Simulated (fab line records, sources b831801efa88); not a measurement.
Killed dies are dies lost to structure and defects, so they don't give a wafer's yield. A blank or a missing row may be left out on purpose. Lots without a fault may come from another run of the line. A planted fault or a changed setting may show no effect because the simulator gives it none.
Which tool did it? | flow sky130 | 14 lots, 42 wafers sampled, at 2 steps of a route of 708

WHAT THE GAUGES READ, wafer by wafer
SKY_VT_ADJUST_LVTN_TW_MEAS_21. Usual: VT_ADJUST_LVTN_2_TW 186.9, standard deviation 1.3.
lot  | measured     | on            | VT_ADJUST_LVTN_2_TW | flag
L450 | day 8 06:30  | film_metro-03 | 185.9 184.6 185.2   |
L451 | day 8 09:20  | film_metro-03 | 185.2 185.3 185.0   |
L453 | day 8 22:28  | film_metro-01 | 188.0 187.8 186.4   |
L454 | day 9 05:53  | film_metro-03 | 186.6 186.7 185.7   |
L456 | day 9 20:04  | film_metro-03 | 186.9 187.3 185.4   |
L457 | day 9 22:41  | film_metro-03 | 187.4 187.6 186.5   |
L458 | day 10 06:01 | film_metro-03 | 186.7 186.7 186.1   |
L459 | day 10 13:28 | film_metro-03 | 187.2 187.2 187.3   |
L460 | day 11 02:03 | film_metro-03 | 186.9 186.9 186.9   |
L461 | day 11 05:07 | film_metro-03 | 164.5 164.4 163.6   | OFF
L462 | day 11 11:16 | film_metro-01 | 165.5 165.5 165.0   | OFF
L463 | day 11 18:02 | film_metro-01 | 187.3 187.9 188.1   |
L469 | day 13 07:16 | film_metro-01 | 188.9 187.9 189.0   |
L472 | day 14 07:37 | film_metro-03 | 186.2 183.7 184.1   |

WHICH TOOL RAN EACH LOT (tool, then ch and the chambers of the sampled wafers, then the start)
lot  | SKY_VT_ADJUST_LVTN_IMPLANT_19
L450 | implanter-04 ch 0, day 8 06:17
L451 | implanter-04 ch 0, day 8 09:05
L453 | implanter-04 ch 0, day 8 22:13
L454 | implanter-03 ch 0, day 9 05:40
L456 | implanter-04 ch 0, day 9 19:51
L457 | implanter-03 ch 0, day 9 22:26
L458 | implanter-03 ch 0, day 10 05:46
L459 | implanter-01 ch 0, day 10 13:13
L460 | implanter-01 ch 0, day 11 01:50
L461 | implanter-01 ch 0, day 11 04:52
L462 | implanter-01 ch 0, day 11 11:02
L463 | implanter-04 ch 0, day 11 17:47
L469 | implanter-04 ch 0, day 13 07:02
L472 | implanter-03 ch 0, day 14 07:22
- SKY_VT_ADJUST_LVTN_IMPLANT_19

WHAT THE TOOLS THEMSELVES READ (means of the sampled wafers that have a number; where no wafer has one, the mark that the record gives instead)
SKY_VT_ADJUST_LVTN_IMPLANT_19. Usual: dose_ions_cm2 6.497e+11, standard deviation 6.4e+08; end_station_pressure_torr 5e-06 Torr, standard deviation 2.3e-07; faraday_current_uA 3.66, standard deviation 0.076.
lot  | tool         | dose_ions_cm2 | end_station_pressure_torr (Torr) | faraday_current_uA | flag
L450 | implanter-04 | 6.499e+11     | 5e-06                            | 3.67               |
L451 | implanter-04 | 6.493e+11     | 5e-06                            | 3.62               |
L453 | implanter-04 | 6.487e+11     | 5e-06                            | 3.63               |
L454 | implanter-03 | 6.503e+11     | 5e-06                            | 3.74               |
L456 | implanter-04 | 6.490e+11     | 5e-06                            | 3.69               |
L457 | implanter-03 | 6.497e+11     | 5e-06                            | 3.62               |
L458 | implanter-03 | 6.495e+11     | 5e-06                            | 3.67               |
L459 | implanter-01 | 6.496e+11     | 5e-06                            | 3.67               |
L460 | implanter-01 | 6.500e+11     | 5e-06                            | 3.72               |
L461 | implanter-01 | 4.098e+11     | 5e-06                            | 2.33               | OFF
L462 | implanter-01 | 4.092e+11     | 5e-06                            | 2.30               | OFF
L463 | implanter-04 | 6.496e+11     | 5e-06                            | 3.63               |
L469 | implanter-04 | 6.499e+11     | 5e-06                            | 3.69               |
L472 | implanter-03 | 6.496e+11     | 5e-06                            | 3.70               |

THE ANSWER, worked out from the rows above alone
Rule: a lot is off if the mean of its wafers that have a number lies more than 3 standard deviations from the usual mean. A lot without any number at a reading at which 4 lots or more have one is off too. The other lots that the step has rows for count as sound. The gauges are gone through in route order, then the tools' own readings, and for those a lot's mean is taken as printed above. The first step at which some lot is off is used, and at that step the reading that is off furthest; a lot without a number counts as furthest.
Off: L461, L462, at SKY_VT_ADJUST_LVTN_TW_MEAS_21 (VT_ADJUST_LVTN_2_TW).
A tool fits if, at a process step before that reading, it ran every lot that is off, and no sound lot after the first of them. The gauges at SKY_VT_ADJUST_LVTN_TW_MEAS_21 aren't tried: what is off there is off at SKY_VT_ADJUST_LVTN_IMPLANT_19 too, on other tools, and a gauge's error can't cause that. One fits: implanter-01 at SKY_VT_ADJUST_LVTN_IMPLANT_19. Its last sound lot is L460 (day 11 01:50), its first lot that is off L461 (day 11 04:52): a fault that began between those two fits.
The tool's own readings at SKY_VT_ADJUST_LVTN_IMPLANT_19 bear it out: on the lots that are off they differ by more than 5 times the standard deviation of the sound lots' means. dose_ions_cm2 reads 4.095e+11 there against 6.496e+11 on the sound lots; faraday_current_uA reads 2.31 there against 3.67 on the sound lots.

WHAT THE SIMULATOR HAD PUT IN
Process parameter drift: implanter-01, from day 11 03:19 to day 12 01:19, at SKY_VT_ADJUST_LVTN_IMPLANT_19. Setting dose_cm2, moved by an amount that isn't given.
Lots struck among those shown: L461, L462. The rule above found the same.
